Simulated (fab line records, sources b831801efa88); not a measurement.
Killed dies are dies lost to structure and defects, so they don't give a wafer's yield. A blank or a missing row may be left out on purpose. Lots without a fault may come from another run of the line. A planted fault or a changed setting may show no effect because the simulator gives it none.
Which tool did it? | flow sky130 | 13 lots, 39 wafers sampled, at 1 step of a route of 708

WHAT THE GAUGES READ, wafer by wafer
SKY_METAL1_OVL_MEAS_16. Usual: METAL1_OVL 3 nm, standard deviation 5.9.
lot  | measured     | on         | METAL1_OVL (nm) | flag
L791 | day 32 22:48 | overlay-01 | -12 -9 -6       |
L792 | day 33 17:49 | overlay-01 | 13 5 5          |
L793 | day 33 21:37 | overlay-02 | 3 0 -1          |
L797 | day 35 07:37 | overlay-02 | 7 9 11          |
L798 | day 35 11:16 | overlay-02 | 3 -1 2          |
L801 | day 36 09:12 | overlay-01 | -5 2 3          |
L803 | day 36 22:22 | overlay-01 | 5 11 5          |
L806 | day 37 22:29 | overlay-02 | 8 11 7          |
L807 | day 38 03:58 | overlay-01 | -7 -1 -4        |
L808 | day 38 11:41 | overlay-01 | -4 -1 -4        |
L809 | day 38 17:34 | overlay-01 | 1 0 2           |
L812 | day 39 09:34 | overlay-01 | 1 -6 -3         |
L813 | day 39 16:55 | overlay-01 | -4 3 3          |

WHICH TOOL RAN EACH LOT (tool, then ch and the chambers of the sampled wafers, then the start)
The record holds no process step before these readings.

WHAT THE TOOLS THEMSELVES READ (means of the sampled wafers that have a number; where no wafer has one, the mark that the record gives instead)
The record holds no such reading with a usual standard deviation.

THE ANSWER, worked out from the rows above alone
Rule: a lot is off if the mean of its wafers that have a number lies more than 3 standard deviations from the usual mean. A lot without any number at a reading at which 4 lots or more have one is off too. The other lots that the step has rows for count as sound. The gauges are gone through in route order, then the tools' own readings, and for those a lot's mean is taken as printed above. The first step at which some lot is off is used, and at that step the reading that is off furthest; a lot without a number counts as furthest.
No lot is off at any reading shown: from this, nothing can be told.

WHAT THE SIMULATOR HAD PUT IN
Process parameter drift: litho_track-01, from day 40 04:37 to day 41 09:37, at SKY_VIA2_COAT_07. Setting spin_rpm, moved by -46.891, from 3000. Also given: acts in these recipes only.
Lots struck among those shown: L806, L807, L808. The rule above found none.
